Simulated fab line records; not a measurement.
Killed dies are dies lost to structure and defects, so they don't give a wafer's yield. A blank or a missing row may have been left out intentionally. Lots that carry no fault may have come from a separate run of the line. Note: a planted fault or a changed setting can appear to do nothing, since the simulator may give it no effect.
Problem report, 8D (eight disciplines) form, completed by code    flow sky130    the parts of the form that need people (team, actions taken, sign-off) are left out

1. THE ISSUE
killed_at_M0_to_M3 at SKY_PAD_OPEN_PROBE_99 reads a mean of 86 on 4 wafers of 2 lots; wafers without a fault read 43 with a standard deviation of 6.4. That puts it +6.7 standard deviations away from the usual mean.
First seen on wafer L808.1, day 47 19:38, on prober-02. The record has a number at this step for 6 wafers belonging to 2 lots. Rule for "out" (also "out of limits"): further than 4 standard deviations from the usual mean. The rest of the wafers with a number are treated as sound.

2. WHAT THIS IS AND IS NOT
question                     is                              is not
which readings at this step  killed_at_M0_to_M3              killed_at_M4_up, killedAtContacts, killedAtFrontEnd, killedAtOther, killedOpen, killedShort
which lots                   L808, L811                      -
which wafers of those lots   L808.1, L808.5, L811.2, L811.4  L808.4, L811.1
read on which tools          prober-01, prober-02            -
when                         from day 47 19:38               up to then (0 sound wafers); but 2 sound wafers of L808, L811 came after

3. WHAT RULES OUT EACH SUSPECT
Counting: if a tool at a process step up to the reading ran every lot that is out, it stays a suspect. Sound lots after the first of them don't rule it out here, since some wafers of a struck lot are sound.
- cvdW-02 at SKY_VIA1_CVD_21 (deposits W, target thk 270 nm, time 80.902 s): kept. It ran every lot that is out, first L808 (day 36 10:26).
- pvdSputter-02 at SKY_METAL3_SPUTTER_00 (material Ti, target thk 15 nm, time 10 s): kept. It ran every lot that is out, first L808 (day 38 17:26).
- Within cvdW-02 at SKY_VIA1_CVD_21, the wafers that are out were processed in chamber 0 and their sound lot-mates in chamber 1.
What counting leaves: cvdW-02 at SKY_VIA1_CVD_21 and pvdSputter-02 at SKY_METAL3_SPUTTER_00.

4. THE CAUSE (what the simulator had put in)
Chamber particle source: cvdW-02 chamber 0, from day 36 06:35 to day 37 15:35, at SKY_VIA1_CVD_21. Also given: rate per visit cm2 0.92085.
After counting, 2 suspects remain, this tool included.

5. THE CHAIN OF EFFECTS, in route order
Each row: a reading where the mean over the struck wafers with a number is more than 3 standard deviations away from the usual. Scope: only readings with a usual standard deviation given in the record; hours: median across lots of the time from each lot's start at the first step in this table that gives one to its start at this step; sigmas: change in usual standard deviations.
hours  step                   reading               usual   on struck wafers  change  sigmas
0      SKY_PAD_OPEN_PROBE_99  defectLimitedYield    82.6 %  75.3              -7.3    -4.1
0      SKY_PAD_OPEN_PROBE_99  killed_at_M0_to_M3    43      86                +43     +6.7
0      SKY_PAD_OPEN_PROBE_99  killedDies            86      122               +36     +3.9
0      SKY_PAD_OPEN_PROBE_99  sort_bin_3_pad_short  0.9 %   2.7               +1.8    +3.9
0      SKY_PAD_OPEN_PROBE_99  sort_bin_5_function   10.4 %  16.2              +5.8    +4.2
0      SKY_PAD_OPEN_PROBE_99  sortNPass             406     370               -36     -3.9
0      SKY_PAD_OPEN_PROBE_99  sortYieldPct          82.6 %  75.3              -7.3    -4.1
Here are the process steps it includes:
- SKY_PAD_OPEN_PROBE_99

6. HOW IT WOULD HAVE BEEN CAUGHT EARLIER
First out-of-limits reading in this record: day 47 19:38, which is 277 hours after fault onset at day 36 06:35.
Of the tool readings at SKY_VIA1_CVD_21 for which the record gives a usual standard deviation, none was out on any struck wafer, so an alarm limit of 4 standard deviations on them would not have fired.
By day 47 19:38, every lot that is out (2) had started SKY_VIA1_CVD_21 on cvdW-02. A hold on the tool at that time would have spared none of them.
